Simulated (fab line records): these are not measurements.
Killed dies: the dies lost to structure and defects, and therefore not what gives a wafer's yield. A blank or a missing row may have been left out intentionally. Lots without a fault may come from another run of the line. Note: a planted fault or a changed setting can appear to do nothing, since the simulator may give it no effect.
Matching of chambers / flow sky130 / 4 sister chambers for SKY_FIELD_ISO_ETCH_15 on rie_diel-03
The step etches the open film in CHF3/O2, stops on Si, target depth 180 nm, time 72 s. 7 wafers are shown with their chamber, then 9 later ones without.

EACH WAFER AND ITS CHAMBER
wafer=L076.6; chamber=3; drypump_motor_current_A (A)=5.96; throttle_valve_pct (%)=8.855
wafer=L086.2; chamber=2; drypump_motor_current_A (A)=6.08; throttle_valve_pct (%)=8.852
wafer=L086.5; chamber=0; drypump_motor_current_A (A)=5.84; throttle_valve_pct (%)=8.825
wafer=L087.3; chamber=2; drypump_motor_current_A (A)=6.07; throttle_valve_pct (%)=8.851
wafer=L088.2; chamber=0; drypump_motor_current_A (A)=5.87; throttle_valve_pct (%)=8.837
wafer=L088.3; chamber=1; drypump_motor_current_A (A)=5.88; throttle_valve_pct (%)=8.840
wafer=L088.6; chamber=1; drypump_motor_current_A (A)=5.84; throttle_valve_pct (%)=8.828

WAFERS MISSING THEIR CHAMBER
wafer=L090.2; drypump_motor_current_A (A)=6.05; throttle_valve_pct (%)=8.849
wafer=L090.3; drypump_motor_current_A (A)=5.85; throttle_valve_pct (%)=8.845
wafer=L090.4; drypump_motor_current_A (A)=5.86; throttle_valve_pct (%)=8.865
wafer=L094.1; drypump_motor_current_A (A)=5.97; throttle_valve_pct (%)=8.848
wafer=L094.3; drypump_motor_current_A (A)=6.10; throttle_valve_pct (%)=8.843
wafer=L094.4; drypump_motor_current_A (A)=5.98; throttle_valve_pct (%)=8.842
wafer=L096.3; drypump_motor_current_A (A)=5.96; throttle_valve_pct (%)=8.854
wafer=L096.4; drypump_motor_current_A (A)=5.87; throttle_valve_pct (%)=8.849
wafer=L096.5; drypump_motor_current_A (A)=6.07; throttle_valve_pct (%)=8.845

CHAMBER TAKEN BY EACH
wafer=L090.2; from the rows above=2; in truth=2
wafer=L090.3; from the rows above=can't be placed: 1 or 0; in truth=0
wafer=L090.4; from the rows above=can't be placed: 1 or 0 or 3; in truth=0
wafer=L094.1; from the rows above=3; in truth=3
wafer=L094.3; from the rows above=2; in truth=2
wafer=L094.4; from the rows above=3; in truth=3
wafer=L096.3; from the rows above=3; in truth=3
wafer=L096.4; from the rows above=can't be placed: 1 or 0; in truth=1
wafer=L096.5; from the rows above=2; in truth=2
Correct placement for 6 of the 9. Cannot be placed on the basis of these rows: 3; the candidates contain the true chamber in 3. Placed wrongly: 0.
How it was worked out, from the rows above alone: a wafer's distance from a chamber is the root of the sum, over the readings, of the square of ((its reading less the chamber's mean) divided by the reading's scatter). If the next closest chamber is less than 2 further off than the closest, the wafer can't be placed; otherwise it belongs to the closest. Each chamber's mean is taken over the wafers shown for it. The scatter: take each reading less its chamber's mean, square it, sum over the shown wafers, divide by the number of wafers less the number of chambers, and take the root.
